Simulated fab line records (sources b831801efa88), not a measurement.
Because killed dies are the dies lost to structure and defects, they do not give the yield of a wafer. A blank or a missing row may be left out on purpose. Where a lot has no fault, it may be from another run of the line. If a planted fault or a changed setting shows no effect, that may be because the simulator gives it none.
Comparing a struck lot with a sound one + flow sfq-line + 14 steps out of a route of 325
Sound: these wafers, L628.1, L628.3, L628.6. The struck wafers were L623.1, L623.3, L623.5. Last of all comes the cause.
Order at every step that has rows: each side's tool, ch and its chambers, its first start. Under that, the readings that differ: sound wafers + struck wafers + difference of the means + sigmas: that difference in standard deviations of wafers without a fault.
alike: readings with means less than 2 such deviations apart, plus words and numbers identical on both sides. not compared: withheld readings, readings lacking a value on some wafer, bounds such as >300 that could conceal the same value, and numbers that have no deviation in the record and whose values overlap.
A row with sigmas, a row that says differs or no value, or rows on one side alone: a step with any of these is where the two part. When numbers do not overlap yet have no deviation, they are printed without sigmas and do not part them. Lack of a reading on every wafer of one side parts them only where that side has two or more wafers.

first, 6 steps without rows for these wafers: SFQ_TRILAYER_M5_LITHO_COAT_128 (resist thk 62 nm); SFQ_TRILAYER_M5_LITHO_COAT_123 (resist thk 600 nm); SFQ_TRILAYER_M5_LITHO_SOFTBAKE_127; SFQ_TRILAYER_M5_LITHO_EXPOSE_124 (exposes mask M5, target cd 700 nm); SFQ_TRILAYER_M5_LITHO_PEB_126 (peb time 60 s); SFQ_TRILAYER_M5_LITHO_DEVELOP_125 (time 60 s).
SFQ_M5_OVL_MEAS_932:
  sound on overlay-01 at day 61 03:22; struck on overlay-01 at day 58 11:29
| reading     | sound     | struck | difference | sigmas |
|-------------|-----------|--------|------------|--------|
| M5_OVL (nm) | -11 -3 -7 | 5 6 0  | +11        | +2     |
SFQ_TRILAYER_M5_BARC_OPEN_METAL_ETCH_161: etches BARC in O2, target depth 125 nm, time 41.7 s.
  sound on rie-metal-01 ch 1, day 61 03:23; struck on rie-metal-03 ch 0,1, day 58 11:31
| reading               | sound             | struck            | difference | sigmas |
|-----------------------|-------------------|-------------------|------------|--------|
| oes-product-au (a.u.) | 0.693 0.688 0.681 | 0.682 0.677 0.673 | -0.010     | -2     |
  alike: drypump-motor-current-A
  not compared: rf-hours-counter-h
SFQ_TRILAYER_M5_ETCH_METAL_ETCH_126: etches Nb in Cl2/BCl3, stops on SiO2, time 203.2 s, target depth 265 nm.
  sound on rie-metal-01 ch 1, day 61 03:28; struck on rie-metal-03 ch 0,1, day 58 11:35
  alike: drypump-motor-current-A, oes-product-au
  not compared: rf-hours-counter-h
SFQ_TRILAYER_M5_STRIP_STRIP_127: strips in O2.
  sound on rie-metal-01 ch 1, day 61 03:44; struck on rie-metal-03 ch 0,1, day 58 11:47
  alike: drypump-motor-current-A, oes-product-au
  not compared: rf-hours-counter-h
then, 1 step without rows for these wafers: SFQ_TRILAYER_M5_STRIP_SOLV_CLEAN_128 (cleans in NMP, time 600 s).
SFQ_TRILAYER_A5B_DEP_PECVD_129: deposits SiO2 from SiH4/N2O, time 133.33 s, target thk 600 nm.
  sound on pecvd-02 ch 0,1,2, day 61 04:43; struck on pecvd-01 ch 0,2, day 58 12:33
  alike: heater-power-w, throttle-valve-pct
SFQ_TRILAYER_A5B_CMP_CMP_130: polishes, stops on Nb, target thk 340.7 nm.
  sound on cmp-02 ch 0,1,2, day 61 05:18; struck on cmp-01 ch 0,2,3, day 58 12:38
| reading                 | sound             | struck            | difference | sigmas |
|-------------------------|-------------------|-------------------|------------|--------|
| head-pressure-psi (psi) | 2.996 3.003 2.998 | 2.905 2.905 2.913 | -0.091     | -13    |
  alike: motor-current-A
SFQ_TRILAYER_A5B_METRO_MEASURE_131:
  sound on film-metro-02 at day 61 07:48; struck on film-metro-04 at day 58 15:38
  alike: thk-nm

WHERE THEY PART
First at SFQ_M5_OVL_MEAS_932; last, within this record, at SFQ_TRILAYER_A5B_CMP_CMP_130. Later steps at which nothing parts them and some readings are alike: SFQ_TRILAYER_A5B_METRO_MEASURE_131.

WHY: whatever the simulator had introduced
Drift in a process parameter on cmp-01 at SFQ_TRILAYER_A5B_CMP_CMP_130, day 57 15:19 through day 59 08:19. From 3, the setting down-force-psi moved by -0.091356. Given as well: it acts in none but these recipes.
